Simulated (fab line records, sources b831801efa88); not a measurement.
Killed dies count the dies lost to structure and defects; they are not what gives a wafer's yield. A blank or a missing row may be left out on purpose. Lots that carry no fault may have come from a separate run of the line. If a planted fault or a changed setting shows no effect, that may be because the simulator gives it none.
One fault seen from 2 desks    flow sky130    every desk sees just its own numbers, and what lay behind them comes last

== THE METROLOGY DESK ==
Means of the sampled wafers that have a number, per lot and without regard to the tool the lot ran on: this is what the gauges read. A lot is out of limits, marked OUT, if its mean lies more than 4 standard deviations from the usual mean; the brackets give that distance.
Columns: A = FIELD_ISO_OXIDATION_01_THK at SKY_FIELD_ISO_THK_MEAS_23, usual 10.07 nm; B = FIELD_ISO_CVD_24_THK at SKY_FIELD_ISO_THK_MEAS_25, usual 592 nm; C = NWELL_OXIDATION_THK at SKY_NWELL_THK_MEAS_02, usual 10.08 nm; D = DNWELL_TW at SKY_DNWELL_TW_MEAS_09, usual 1104; E = PWDE_OVL at SKY_PWDE_OVL_MEAS_07, usual -0.4 nm; F = PWDE_TW at SKY_PWDE_TW_MEAS_10, usual 370
lot   first seen here  A      B    C      D     E     F
L504  day 3 00:23      9.97   595  9.94   1096  -1.4  377
L507  day 3 08:37      10.30  594  10.27  1122  0.5   369
L512  day 4 13:41      10.18  589  10.12  1114  2.3   369
L513  day 4 16:11      9.74   594  10.07  1113  -0.4  369
L522  day 6 15:35      10.12  594  9.90   1100  -1.5  370
L523  day 6 19:48      9.77   584  10.39  1088  -0.2  370
Finding of this desk: none of the 6 lots has anything out of limits.

== TOOL OWNER'S DESK, wet bench-01 ==
The tool's own readings at SKY_FIELD_ISO_WET_ETCH_30 (etches SiO2 in dHF, target depth 25 nm, time 50 s): means of the sampled wafers that have a number, for each lot that ran on this tool. A lot is out of limits, marked OUT, if its mean lies more than 4 standard deviations from the usual mean; the brackets give that distance.
Columns: A = run length s at SKY_FIELD_ISO_WET_ETCH_30, usual 79 s
lot   first seen here  A
L507  day 3 12:19      82
L512  day 4 17:38      57 (-6.7) OUT
L513  day 4 20:33      58 (-6.4) OUT
This desk's finding: out of limits on L512, L513; first on L512, day 4 17:38 (run length s at SKY_FIELD_ISO_WET_ETCH_30). In limits: L507.

== BROUGHT TOGETHER ==
An alarm could have come from the tool owner's desk at day 4 17:38, on L512, L513.
At the metrology desk, nothing out of limits was observed.
The metrology desk has L512, L513 on record, within its limits.
Of the lots named, all ran SKY_FIELD_ISO_WET_ETCH_30 on wet bench-01.

== WHAT THE SIMULATOR PUT IN ==
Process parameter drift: wet bench-01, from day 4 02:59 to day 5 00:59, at SKY_FIELD_ISO_WET_ETCH_30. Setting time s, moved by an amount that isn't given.
Struck lots among those shown: L512, L513.
Time in hours from fault onset to the first out-of-limits reading at each desk: the tool owner's desk, 15.
